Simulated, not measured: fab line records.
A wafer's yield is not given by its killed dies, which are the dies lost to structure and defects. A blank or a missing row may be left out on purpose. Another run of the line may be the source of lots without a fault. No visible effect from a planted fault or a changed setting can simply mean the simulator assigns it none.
fab line records	flow sfq-line
record lots=13	wafers=39	last-day=88
route steps=325 shown M2@90 I3@133 I4@164
lots that met no fault: taken from a fault-free run of the same line
start-h: hours from the record's first day to the start of the lot's first wafer shown	wait-h: hours from the lot's prior step to this one	" same as the row above	L1.1+2: one row covering several wafers at once	- no value, or no start given	* or withheld: withheld	< > ~ a bound
route shown NAME@n: NAME is a module with steps in the file, n the number in the route of the first one	usual: mean and standard deviation over wafers with no fault	same: alike in all rows	chamber/n: place in a boat	sites: the reading at each site	_std_site: their standard deviation	_edge_site: mean of outer sites minus mean of inner sites	radius-mm: how far each site lies from the wafer's centre	mask NAME#n: copy n	behind: the last tool/chamber to shape the wafer	hold: why the lot was held/for how many hours/how that ended	device: whichever transistor did not switch (one of n, p or np)	end of line: the tests these same wafers got at the end of their route	a step given without rows: its recipe and nothing more	killed: at the first sort, the dies lost to defects and structure; wafer yield is something else	map: shows each die of a wafer: x if killed, . if not, _ if none is there
set.NAME: the setting that was run; set.NAME@STEP: the one run at that earlier step	model.NAME: the simulator's own value behind a step, which no gauge read
route steps across a sampled set of lots; one table per step, one row per wafer
services: from which hour (start-h, from the record's first day; less than 0 if before it) a tool's chamber was out of use, for how many hours, and why
## steps
# step SFQ_M2_RS_MEAS_914
# recipe thk-meas-gauge=four-point-probe	reads=Nb_of_TRILAYER_M2_DEP_SPUTTER_055
# usual M2_NB_RS=0.888/0.01
lot.wafer	tool	chamber	start-h	wait-h	M2_NB_RS[ohm/sq]
L742.1	film-metro-04	-	362.17	0.0	0.909
L742.4	"	-	"	"	0.911
L742.5	"	-	"	"	0.912
L743.1	film-metro-03	-	373.72	0.0	0.884
L743.4	"	-	"	"	0.883
L743.6	"	-	"	"	0.885
L744.1	film-metro-03	-	379.70	0.0	0.885
L744.5	"	-	"	"	0.890
L744.6	"	-	"	"	0.876
L746.1	film-metro-03	-	406.30	0.0	0.898
L746.3	"	-	"	"	0.887
L746.4	"	-	"	"	0.889
L747.1	film-metro-01	-	422.08	0.0	0.871
L747.2	"	-	"	"	0.882
L747.4	"	-	"	"	0.888
L748.4	film-metro-04	-	427.15	0.1	0.897
L748.5	"	-	"	"	0.896
L748.6	"	-	"	"	0.902
L750.2	film-metro-04	-	447.30	0.1	0.904
L750.4	"	-	"	"	0.895
L750.5	"	-	"	"	0.890
L751.1	film-metro-04	-	460.48	0.0	0.890
L751.4	"	-	"	"	0.886
L751.5	"	-	"	"	0.889
L752.2	film-metro-03	-	467.90	0.1	0.879
L752.4	"	-	"	"	0.888
L752.6	"	-	"	"	0.883
L753.1	film-metro-01	-	469.08	0.0	0.880
L753.3	"	-	"	"	0.891
L753.4	"	-	"	"	0.886
L756.2	film-metro-03	-	512.98	0.1	0.879
L756.4	"	-	"	"	0.880
L756.6	"	-	"	"	0.881
L760.1	film-metro-03	-	544.91	0.0	0.895
L760.2	"	-	"	"	0.882
L760.5	"	-	"	"	0.907
L763.1	film-metro-04	-	576.92	0.0	0.872
L763.3	"	-	"	"	0.881
L763.4	"	-	"	"	0.883
# step SFQ_TRILAYER_I3_DEP_PECVD_081
# recipe material=SiO2	temp-c=150	time-s=111.11	pressure-torr=2.4	rf-w=183.3	precursor=SiH4/N2O	target-thk-nm=500
# usual chamber-pressure-Torr=2.400/0.0047	heater-power-outer-w=31/9.7	heater-power-w=87/16	rf-fwd-power-W=182.2/0.58	showerhead-vpp-V=836/28	throttle-valve-pct=23.9/0.99
lot.wafer	tool	chamber	start-h	wait-h	chamber-pressure-Torr	heater-power-outer-w	heater-power-w	rf-fwd-power-W	showerhead-vpp-V	throttle-valve-pct
L742.1	pecvd-03	1	682.84	0.0	2.401	22	70	182.4	812	22.9
L742.4	"	1	"	"	2.403	23	70	182.4	812	23.3
L742.5	"	0	"	"	2.400	26	74	181.4	818	22.7
L743.1	pecvd-01	0	692.45	0.0	2.401	39	106	181.9	824	23.9
L743.4	"	1	"	"	2.398	12	64	181.8	894	23.7
L743.6	"	0	"	"	2.405	40	107	181.6	841	23.8
L744.1	pecvd-03	2	698.70	0.0	2.399	51	118	182.6	839	25.5
L744.5	"	0	"	"	2.405	31	80	182.2	828	22.8
L744.6	"	2	"	"	2.403	54	117	182.4	851	25.8
L746.1	pecvd-01	0	731.62	0.0	2.395	31	95	181.7	824	23.8
L746.3	"	2	"	"	2.398	32	83	180.7	791	23.2
L746.4	"	1	"	"	2.393	23	80	181.9	873	23.6
L747.1	pecvd-03	2	741.22	0.0	2.395	46	111	182.3	847	25.7
L747.2	"	1	"	"	2.408	23	70	181.9	809	23.1
L747.4	"	0	"	"	2.400	29	78	182.5	841	22.9
L748.4	pecvd-02	1	751.29	0.0	2.407	41	108	183.0	868	23.3
L748.5	"	2	"	"	2.398	29	84	182.6	852	24.3
L748.6	"	0	"	"	2.394	25	75	182.0	843	24.9
L750.2	pecvd-01	1	772.25	0.0	2.403	18	74	181.5	886	24.0
L750.4	"	0	"	"	2.390	28	91	182.0	840	23.9
L750.5	"	2	"	"	2.396	33	83	182.6	790	23.1
L751.1	pecvd-03	2	781.06	0.0	2.402	50	116	181.5	853	25.8
L751.4	"	0	"	"	2.397	20	66	182.3	827	22.9
L751.5	"	1	"	"	2.395	14	60	182.5	807	23.2
L752.2	pecvd-03	0	798.66	0.0	2.404	31	80	183.1	818	23.0
L752.4	"	1	"	"	2.393	24	72	181.7	803	22.8
L752.6	"	2	"	"	2.397	46	106	182.3	857	25.6
L753.1	pecvd-01	0	802.67	0.0	2.405	41	109	182.0	819	24.1
L753.3	"	0	"	"	2.412	41	113	182.0	839	24.0
L753.4	"	1	"	"	2.401	22	80	181.6	897	23.6
L756.2	pecvd-01	2	837.50	0.0	2.396	32	82	181.9	798	23.1
L756.4	"	2	"	"	2.400	33	84	182.0	805	23.2
L756.6	"	0	"	"	2.400	40	109	182.0	831	24.1
L760.1	pecvd-03	1	877.24	0.0	2.395	18	64	182.3	790	23.2
L760.2	"	2	"	"	2.399	49	110	183.8	842	26.4
L760.5	"	1	"	"	2.390	20	70	181.7	802	23.3
L763.1	pecvd-02	1	906.02	0.0	2.399	37	99	182.0	861	23.5
L763.3	"	2	"	"	2.407	23	76	182.8	868	24.8
L763.4	"	1	"	"	2.393	38	102	182.5	848	23.6
# step SFQ_TRILAYER_I3_VIA_STRIP_STRIP_089
# recipe gas=O2	power-w=200	platen-temp-c=40	overash-fraction=0.65	chemistry=O2	pressure-mtorr=50
# usual chamber-pressure-mTorr=50.00/0.045	drypump-motor-current-A=5.50/0.26	he-backside-leak-sccm=3.47/0.18	oes-product-au=1.001/0.011
lot.wafer	tool	chamber	start-h	wait-h	chamber-pressure-mTorr	drypump-motor-current-A	he-backside-leak-sccm	oes-product-au	rf-hours-counter-h
L742.1	rie-metal-01	0	712.67	-	50.00	5.41	3.50	0.997	26
L742.4	"	0	"	"	49.97	5.42	3.38	0.992	-
L742.5	"	0	"	"	50.09	5.43	3.45	1.007	-
L743.1	rie-metal-01	0	721.07	-	50.06	5.37	3.46	1.002	28
L743.4	"	1	"	"	49.98	5.56	3.67	1.014	-
L743.6	"	0	"	"	50.00	5.40	3.25	0.994	-
L744.1	rie-metal-02	0	729.47	-	50.02	5.20	4.12	1.005	161
L744.5	"	1	"	"	50.00	5.83	3.43	0.994	-
L744.6	"	0	"	"	50.08	5.21	3.96	1.009	-
L746.1	rie-metal-03	0	901.63	-	50.00	5.15	3.28	1.010	56
L746.3	"	0	"	"	50.04	5.15	3.50	1.008	-
L746.4	"	1	"	"	49.96	5.80	3.53	1.006	-
L747.1	rie-metal-03	1	911.21	-	49.95	5.79	3.65	1.005	144
L747.2	"	0	"	"	49.90	5.14	3.22	1.008	57
L747.4	"	1	"	"	50.05	5.79	3.67	1.009	-
L748.4	rie-metal-03	1	924.61	-	50.04	5.82	3.56	1.017	-
L748.5	"	1	"	"	50.07	5.81	3.51	1.007	-
L748.6	"	0	"	"	50.01	5.13	3.45	0.995	-
L750.2	rie-metal-01	1	943.74	-	49.97	5.56	3.31	1.001	13
L750.4	"	1	"	"	50.03	5.58	3.23	0.989	-
L750.5	"	1	"	"	49.99	5.58	3.30	0.991	-
L751.1	rie-metal-03	1	950.94	-	50.08	5.80	3.48	1.011	152
L751.4	"	0	"	"	50.02	5.14	3.36	1.010	-
L751.5	"	1	"	"	50.00	5.81	3.43	1.004	-
L752.2	rie-metal-01	1	960.36	-	49.95	5.56	3.38	1.004	14
L752.4	"	1	"	"	50.02	5.59	3.27	0.994	-
L752.6	"	0	"	"	50.02	5.39	3.39	0.976	-
L753.1	rie-metal-03	0	961.56	-	50.04	5.16	3.52	1.015	61
L753.3	"	1	"	"	50.03	5.80	3.61	1.002	-
L753.4	"	0	"	"	49.95	5.20	3.53	1.013	-
L756.2	rie-metal-01	0	998.05	-	50.01	5.42	3.45	0.980	61
L756.4	"	1	"	"	50.05	5.59	3.38	0.997	-
L756.6	"	1	"	"	50.02	5.58	3.41	0.989	-
L760.1	rie-metal-02	0	1032.97	-	49.99	5.21	3.75	1.011	32
L760.2	"	1	"	"	50.04	5.83	3.24	0.999	18
L760.5	"	1	"	"	50.01	5.83	3.29	0.999	-
L763.1	rie-metal-03	1	1063.10	-	50.05	5.79	3.26	1.005	8
L763.3	"	1	"	"	50.02	5.80	3.27	1.007	-
L763.4	"	0	"	"	50.06	5.18	3.25	1.024	-
# step SFQ_TRILAYER_I4_CMP_CMP_100
# recipe material=SiO2	down-force-psi=3	platen-rpm=60	pad-velocity-m-s=0.94248
# usual motor-current-A=10.2/0.79	time-to-endpoint-s=217/6.8
lot.wafer	tool	chamber	start-h	wait-h	motor-current-A	time-to-endpoint-s
L742.4	cmp-02	2	867.50	5.9	8.9	219
L742.1	"	1	869.00	7.5	9.9	211
L742.5	"	2	"	"	9.2	216
L743.1	cmp-02	1	871.00	7.2	10.0	213
L743.4	"	2	"	"	9.0	220
L743.6	"	0	872.50	8.6	9.6	225
L744.1	cmp-01	3	873.16	9.1	11.1	203
L744.5	"	0	"	"	8.7	221
L744.6	"	1	"	"	11.0	227
L746.3	cmp-01	0	1052.48	0.5	8.9	223
L746.4	"	1	"	"	10.7	234
L746.1	"	2	"	"	10.7	215
L747.4	cmp-01	0	1062.78	0.0	9.7	221
L747.1	"	1	"	"	10.3	222
L747.2	"	3	1064.28	1.5	10.5	208
L748.4	cmp-01	3	1081.32	6.8	10.3	219
L748.6	"	3	1083.32	8.8	10.7	207
L748.5	"	0	"	"	9.3	225
L750.4	cmp-01	0	1103.34	6.0	9.3	233
L750.2	"	1	"	"	10.7	229
L750.5	"	2	"	"	10.7	225
L751.1	cmp-01	1	1120.34	15.8	10.6	226
L751.4	"	3	1121.34	16.8	10.1	213
L751.5	"	2	1122.84	18.3	11.1	216
L752.2	cmp-02	2	1134.08	20.0	9.6	217
L752.4	"	3	"	"	11.4	227
L752.6	"	1	1135.58	21.4	8.9	223
L753.4	cmp-02	3	1136.08	20.7	11.3	223
L753.1	"	1	1137.08	21.8	10.2	221
L753.3	"	2	"	"	9.3	213
L756.4	cmp-02	1	1169.62	17.1	9.7	222
L756.2	"	3	1170.62	18.1	11.6	216
L756.6	"	1	1171.62	19.1	10.0	214
L760.1	cmp-01	2	1208.00	26.6	10.5	218
L760.2	"	0	1209.00	27.6	9.5	248
L760.5	"	3	1210.50	29.1	11.0	214
L763.4	cmp-02	3	1225.69	20.3	11.7	219
L763.1	"	1	1226.77	21.4	9.8	214
L763.3	"	2	"	"	9.4	209
# step SFQ_TRILAYER_I4_METRO_MEASURE_101
# usual thk-nm=200.2/1.1
lot.wafer	tool	chamber	start-h	wait-h	thk-nm
L742.1	film-metro-01	-	870.62	0.1	200.0
L742.4	"	-	"	"	200.2
L742.5	"	-	"	"	199.8
L743.1	film-metro-02	-	873.62	0.1	199.4
L743.4	"	-	"	"	199.8
L743.6	"	-	"	"	200.9
L744.1	film-metro-03	-	874.78	0.1	199.0
L744.5	"	-	"	"	200.1
L744.6	"	-	"	"	201.6
L746.1	film-metro-03	-	1055.10	0.1	199.7
L746.3	"	-	"	"	200.7
L746.4	"	-	"	"	202.0
L747.1	film-metro-02	-	1065.90	0.1	202.9
L747.2	"	-	"	"	199.7
L747.4	"	-	"	"	201.8
L748.4	film-metro-01	-	1085.04	0.6	197.7
L748.5	"	-	"	"	200.5
L748.6	"	-	"	"	198.9
L750.2	film-metro-01	-	1105.66	0.3	201.6
L750.4	"	-	"	"	201.4
L750.5	"	-	"	"	200.0
L751.1	film-metro-02	-	1123.46	0.1	202.3
L751.4	"	-	"	"	200.7
L751.5	"	-	"	"	201.5
L752.2	film-metro-01	-	1136.40	0.3	199.1
L752.4	"	-	"	"	199.2
L752.6	"	-	"	"	200.7
L753.1	film-metro-03	-	1139.20	0.1	200.1
L753.3	"	-	"	"	201.0
L753.4	"	-	"	"	199.4
L756.2	film-metro-01	-	1172.44	0.3	200.0
L756.4	"	-	"	"	199.5
L756.6	"	-	"	"	200.3
L760.1	film-metro-02	-	1211.12	0.1	199.4
L760.2	"	-	"	"	151.1
L760.5	"	-	"	"	199.7
L763.1	film-metro-01	-	1229.04	0.1	201.2
L763.3	"	-	"	"	199.0
L763.4	"	-	"	"	200.1
# step SFQ_TRILAYER_I4_VIA_ETCH_VIA_ETCH_106
# recipe target=SiO2	stop-on=Nb	mask-material=PR	taper-deg=20	chemistry=CHF3	target-depth-nm=260	source-w=500	bias-w=80	pressure-mtorr=30	time-s=withheld
# usual chamber-pressure-mTorr=30.002/0.027	drypump-motor-current-A=6.0/0.52	oes-product-au=0.855/0.0051	rf-fwd-power-W=498.1/1.4
lot.wafer	tool	chamber	start-h	wait-h	chamber-pressure-mTorr	drypump-motor-current-A	oes-product-au	rf-fwd-power-W
L742.1	rie-diel-04	3	1016.06	0.0	30.012	6.7	0.855	497.4
L742.4	"	2	"	"	30.006	6.4	0.857	497.7
L742.5	"	0	"	"	30.073	6.3	0.847	495.6
L743.1	rie-diel-03	3	1018.46	0.0	30.011	6.1	0.850	497.3
L743.4	"	1	"	"	30.014	6.3	0.849	496.6
L743.6	"	0	"	"	30.025	5.0	0.858	497.7
L744.1	rie-diel-04	2	1019.66	0.0	30.041	6.4	0.847	496.1
L744.5	"	0	"	"	30.014	6.3	0.855	497.0
L744.6	"	1	"	"	30.025	5.2	0.862	500.6
L746.1	rie-diel-04	2	1058.63	0.0	29.990	6.5	0.857	497.9
L746.3	"	1	"	"	30.014	5.2	0.850	498.8
L746.4	"	0	"	"	29.996	6.3	0.860	496.7
L747.1	rie-diel-02	3	1206.81	0.0	29.992	5.6	0.858	497.2
L747.2	"	2	"	"	30.078	6.0	0.856	498.6
L747.4	"	0	"	"	30.038	6.1	0.864	497.2
L748.4	rie-diel-02	1	1232.94	0.0	30.010	6.3	0.847	497.0
L748.5	"	2	"	"	30.015	6.0	0.859	496.8
L748.6	"	3	"	"	29.994	5.6	0.856	496.5
L750.2	rie-diel-03	1	1246.14	0.0	30.002	6.3	0.860	498.6
L750.4	"	2	"	"	30.017	5.0	0.850	498.1
L750.5	"	1	"	"	30.028	6.3	0.856	498.8
L751.1	rie-diel-02	2	1255.74	0.0	30.023	6.0	0.857	498.0
L751.4	"	0	"	"	29.997	6.1	0.856	498.1
L751.5	"	1	"	"	29.958	6.3	0.856	498.2
L752.2	rie-diel-04	0	1264.19	0.0	30.010	6.3	0.852	493.7
L752.4	"	2	"	"	30.021	6.5	0.854	498.1
L752.6	"	0	"	"	30.036	6.3	0.846	496.4
L753.1	rie-diel-03	0	1265.39	0.0	30.015	4.9	0.858	497.4
L753.3	"	2	"	"	30.015	4.9	0.851	497.4
L753.4	"	3	"	"	29.975	6.1	0.855	498.1
L756.2	rie-diel-03	0	1304.90	0.0	30.002	4.9	0.858	497.6
L756.4	"	3	"	"	30.033	6.1	0.854	497.6
L756.6	"	3	"	"	30.027	6.1	0.852	497.2
L760.1	rie-diel-02	0	1349.28	0.0	30.013	6.1	0.855	497.6
L760.2	"	2	"	"	29.980	6.0	0.734	498.2
L760.5	"	1	"	"	29.974	6.3	0.849	499.6
L763.1	rie-diel-02	0	1371.64	0.0	29.973	6.1	0.856	498.9
L763.3	"	3	"	"	29.949	5.5	0.856	498.7
L763.4	"	0	"	"	29.987	6.1	0.854	499.3
## services
tool	chamber	start-h	hours	kind
pecvd-03	1	665.24	4.7	repair
cmp-02	-	669.21	0.2	repair
cmp-01	-	681.39	1.4	repair
cmp-01	-	701.49	0.9	repair
cmp-02	-	704.36	4.5	repair
film-metro-01	-	707.90	1.3	pm
cmp-02	-	717.12	0.3	repair
cmp-01	-	767.02	15.8	repair
cmp-01	-	782.77	13.8	pm
cmp-01	-	793.85	1.4	repair
cmp-01	-	846.67	0.3	repair
cmp-01	-	889.66	6.4	pm
cmp-01	-	917.50	4.0	pm
cmp-01	-	996.91	0.5	repair
cmp-01	-	1071.21	2.3	repair
cmp-01	-	1073.47	1.9	repair
cmp-01	-	1134.32	2.8	repair
cmp-01	-	1142.89	1.9	repair
cmp-01	-	1211.15	0.8	repair
cmp-01	-	1225.02	6.5	repair
cmp-01	-	1255.53	5.0	pm
cmp-01	-	1260.55	4.0	pm
cmp-01	-	1272.21	4.9	repair
cmp-01	-	1292.30	4.8	pm
## key
first-sign step=SFQ_TRILAYER_I4_CMP_CMP_100	reading=time-to-endpoint-s	direction=up	sigmas=4.5	usual=*	struck=*
effect step=SFQ_TRILAYER_I4_METRO_MEASURE_101	reading=thk-nm	direction=down	sigmas=44	usual=200.2	struck=151.1
effect step=SFQ_TRILAYER_I4_VIA_ETCH_VIA_ETCH_106	reading=oes-product-au	direction=down	sigmas=24	usual=0.855	struck=0.734
met-at SFQ_TRILAYER_I4_CMP_CMP_100
struck-lots L760
struck-wafers L760.2
not-acting-at SFQ_M2_RS_MEAS_914,SFQ_TRILAYER_I3_DEP_PECVD_081,SFQ_TRILAYER_I3_VIA_STRIP_STRIP_089
onset-between 1103.34 1208.00
fault kind=process-parameter-drift	tool=cmp-01	chamber=0	onset-h=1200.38	steps=SFQ_TRILAYER_I4_CMP_CMP_100	channel=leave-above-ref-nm	offset=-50	shape=step	end-h=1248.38	acts-in=these-recipes-only	stated=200
